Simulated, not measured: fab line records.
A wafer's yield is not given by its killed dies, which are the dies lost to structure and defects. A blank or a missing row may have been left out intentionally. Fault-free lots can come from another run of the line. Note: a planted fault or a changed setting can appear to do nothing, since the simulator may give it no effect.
Struck lot and sound lot, side by side | flow sky130 | 34 out of 708 route steps
Sound: the wafers L162.1, L162.3, L162.6. Struck: wafer L176.1 (L176.2, L176.4, from the same lot, were not struck and are left out); the cause is given at the end.
For every step that has rows: the tool of each side, followed by ch and its chambers, followed by its first start. Under that, the readings that differ: sound wafers | struck wafers | difference of the means | sigmas: that difference in standard deviations of wafers without a fault.
alike: a reading whose means differ by less than 2 such deviations, as well as words and numbers matching on both sides. not compared: withheld readings; readings where some wafer has no value; bounds like >300 that might hide an equal value; numbers whose values overlap and for which the record gives no deviation.
A row with sigmas, a row that says differs or no value, or rows on one side alone: a step with any of these is where the two part. Numbers that don't overlap but have no deviation are shown without sigmas and don't part them. A reading that every wafer of one side lacks parts them only if that side has two wafers or more.

first, 9 steps without rows for these wafers: SKY_VIA1_ETCH_14 (etches BARC in N2/H2, stops on SiO2, time 45.9 s, target depth 60 nm); SKY_VIA1_ETCH_15 (etches SiO2 in C4F8/O2/Ar, stops on TiN, target depth 351 nm, time 54 s); SKY_VIA1_STRIP_16 (strips in O2/N2); SKY_VIA1_STRIP_17 (strips in post etch residue remover, time 1200 s); SKY_VIA1_CLEAN_18 (cleans in IPA, time 180 s); SKY_VIA1_CLEAN_19 (cleans in O3/DIW); SKY_VIA1_SPUTTER_20 (material TiN, target thk 20 nm, time 80 s); SKY_VIA1_CVD_21 (deposits W, target thk 270 nm, time 80.902 s); SKY_VIA1_CMP_24 (polishes, stops on SiO2, t overpolish 15 s, target thk 0 nm).
SKY_METAL2_SPUTTER_00: material Ti, target thk 15 nm, time 10 s.
  sound: pvd sputter-04 at day 34 21:22; struck: pvd sputter-02 at day 39 10:46
  alike: throttle valve pct
then, 23 steps without rows for these wafers: SKY_METAL2_SPUTTER_01 (material TiN, target thk 20 nm, time 16.7 s); SKY_METAL2_SPUTTER_02 (material AlCu, target thk 250 nm, time 13.3 s); SKY_METAL2_SPUTTER_03 (material Ti, target thk 5 nm, time 3.3 s); SKY_METAL2_SPUTTER_04 (material TiN, target thk 70 nm, time 58.3 s); SKY_METAL2_DEHYDRATE_07 (time 60 s); SKY_METAL2_HMDS_08 (prime time 60 s); SKY_METAL2_COAT_09 (resist thk 60 nm); SKY_METAL2_COAT_10 (resist thk 450 nm); SKY_METAL2_SOFTBAKE_11 (time 90 s); SKY_METAL2_EXPOSE_12 (exposes mask MM2, target cd 140 nm); SKY_METAL2_PEB_13; SKY_METAL2_DEVELOP_14 (develop time 60 s); SKY_METAL2_DESCUM_17 (chemistry O2, time 8 s); SKY_METAL2_ETCH_18 (etches BARC in N2/H2, stops on SiO2, time 45.9 s, target depth 60 nm); SKY_METAL2_METAL_ETCH_19 (etches the open film in Cl2/BCl3, stops on SiO2, target depth 360 nm, time 78 s); SKY_METAL2_STRIP_20 (strips in O2/N2); SKY_METAL2_STRIP_21 (strips in post etch residue remover, time 1200 s); SKY_METAL2_CLEAN_22 (cleans in IPA, time 180 s); SKY_METAL2_CLEAN_23 (cleans in O3/DIW); SKY_VIA2_HDPCVD_00 (deposits SiO2, target thk 1180 nm, time 196.7 s); SKY_VIA2_CMP_02 (polishes SiO2); SKY_VIA2_DEHYDRATE_04 (time 60 s); SKY_VIA2_HMDS_05 (prime time 60 s).
-- the record jumps here: 11 days lie between the struck wafers' starts before and after (it left off in module VIA2 and takes up again in module PAD_OPEN, whose first step shown is number 708 of the route) --
SKY_PAD_OPEN_PROBE_99:
  sound: prober-02 at day 46 20:10; struck: prober-02 at day 50 02:49
  reading                               | sound               | struck                   | difference                   | sigmas
  hold                                  | - - -               | await dispo/3.3h/release | no value on the sound wafers |
  defect limited yield (%)              | 83.1 81.3 83.3      | 74.8                     | -7.8                         | -4
  killed_at_M0_to_M3                    | 39 39 38            | 87                       | +48                          | +7
  killed dies                           | 83 92 82            | 124                      | +38                          | +4
  sort_bin_3_pad_short (%)              | 0.8 0.4 0.2         | 3.5                      | +3.0                         | +6
  sort_bin_5_function (%)               | 10.8 9.8 8.7        | 15.9                     | +6.1                         | +4
  sort n pass                           | 409 400 410         | 368                      | -38                          | -4
  sort yield pct (%)                    | 83.1 81.3 83.3      | 74.8                     | -7.8                         | -4
  model.etest.tester.sort n pass        | 409 400 410         | 368                      | -38                          |
  model.etest.tester.sort yield pct (%) | 83.13 81.3 83.33    | 74.8                     | -7.8                         |
  model.etest.tester.sort_bin_5_pct (%) | 10.77 9.756 8.74    | 15.85                    | +6.09                        |
  model.etest.tester.sort_bin_3_pct (%) | 0.813 0.4065 0.2033 | 3.455                    | +2.981                       |
  alike: killed_at_M4_up, killed at contacts, killed at front end, killed at other, killed open, killed short, sort_bin_6_memory

## WHERE THEY PART
SKY_PAD_OPEN_PROBE_99 only, going by this record.

WHY: what the simulator had put in
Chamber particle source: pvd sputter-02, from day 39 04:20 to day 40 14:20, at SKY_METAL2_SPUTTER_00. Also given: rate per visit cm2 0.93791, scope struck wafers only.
